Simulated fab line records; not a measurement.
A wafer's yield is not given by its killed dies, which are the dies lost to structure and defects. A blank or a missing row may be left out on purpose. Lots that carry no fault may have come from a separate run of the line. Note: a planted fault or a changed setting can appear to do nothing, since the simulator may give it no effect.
Struck lot and sound lot, side by side || flow sky130 || 17 out of 708 route steps
Sound: these wafers, L379.1, L379.2, L379.4. The struck wafers were L380.2, L380.3, L380.6. The cause comes at the end.
Per side, at each step with rows, come the tool, then ch with its chambers, and then its first start. Under that, the readings that differ: sound wafers || struck wafers || difference of the means || sigmas: that difference in standard deviations of wafers without a fault.
alike: words and numbers the same on both sides, and readings whose means are apart by under 2 such deviations; not compared: readings that were withheld, readings missing a value for some wafer, numbers with overlapping values and no deviation given by the record, and bounds like >300 which may hide the same value.
A row with sigmas, a row that says differs or no value, or rows on one side alone: a step with any of these is where the two part. Numbers that don't overlap but have no deviation are shown without sigmas and don't part them. A reading missing from all wafers of one side parts the sides only when that side holds two or more wafers.

SKY_GATE_OXIDE_TW_MEAS_14:
  struck on film metro-02, day 15 21:12; sound on film metro-01, day 15 13:53
{"reading": "GATE_OXIDE_TW", "sound": "224.3 223.4 222.8", "struck": "228.9 228.7 228.1", "difference": "+5.1", "sigmas": "+2"}
then, 3 steps without rows for these wafers: SKY_GATE_OXIDE_CLEAN_15 (cleans in SC1/SC2, time 150 s); SKY_GATE_OXIDE_OXIDATION_16 (stabilise 600 s, purge 300 s, target thk 3.57 nm); SKY_POLY_GATE_CVD_00 (deposits poly-Si, target thk 180 nm, time 720 s).
SKY_POLY_GATE_THK_MEAS_01:
  struck on film metro-04, day 16 01:56; sound on film metro-01, day 15 16:43
  alike: POLY_GATE_CVD_00_THK
then, 7 steps without rows for these wafers: SKY_RES_PROTECT_DEHYDRATE_00 (time 60 s); SKY_RES_PROTECT_HMDS_01 (prime time 60 s); SKY_RES_PROTECT_COAT_02 (resist thk 1140 nm); SKY_RES_PROTECT_SOFTBAKE_03 (time 60 s); SKY_RES_PROTECT_EXPOSE_04 (exposes mask RPM, target cd 1270 nm); SKY_RES_PROTECT_PEB_05; SKY_RES_PROTECT_DEVELOP_06 (develop time 57.33 s).
SKY_POLY_GATE_IMPLANT_02:
  sound on implanter-02 ch 0, day 16 20:44; struck on implanter-01 ch 0, day 17 04:37
{"reading": "implant ion amu", "sound": "31 31 31", "struck": "75 75 75", "difference": "+44", "sigmas": ""}
{"reading": "model.implant.rp nm (nm)", "sound": "35.51 35.51 35.51", "struck": "21.27 21.27 21.27", "difference": -14.24, "sigmas": ""}
{"reading": "model.implant.drp nm (nm)", "sound": "16.6 16.6 16.6", "struck": "9.641 9.641 9.641", "difference": -6.959, "sigmas": ""}
  alike: tilt deg
SKY_RES_PROTECT_STRIP_07: strips in O2/N2.
  sound on plasma asher-01 ch 0,1, day 16 20:53; struck on plasma asher-01 ch 0,1, day 17 04:44
{"reading": "oes product au (a.u.)", "sound": "0.520 0.522 0.513", "struck": "0.559 0.556 0.554", "difference": "+0.038", "sigmas": "+8"}
{"reading": "strip time to endpoint s (s)", "sound": "23.28 23.26 23.26", "struck": "20.43 20.43 20.44", "difference": -2.83, "sigmas": -69}
  alike: drypump motor current A
  not compared: rf hours counter h
SKY_RES_PROTECT_TW_MEAS_08:
  struck on film metro-03, day 17 04:51; sound on film metro-04, day 16 20:59
{"reading": "POLY_GATE_TW", "sound": "3976 3973 3953", "struck": "3540 3542 3551", "difference": -423, "sigmas": -7}
then, 2 steps without rows for these wafers: SKY_RES_PROTECT_CLEAN_09 (cleans in SC1/SC2, time 150 s); SKY_PAD_OPEN_PROBE_99.

## WHERE THEY PART
Earliest at SKY_GATE_OXIDE_TW_MEAS_14; latest, in this record, at SKY_RES_PROTECT_TW_MEAS_08.

WHY: whatever the simulator had introduced
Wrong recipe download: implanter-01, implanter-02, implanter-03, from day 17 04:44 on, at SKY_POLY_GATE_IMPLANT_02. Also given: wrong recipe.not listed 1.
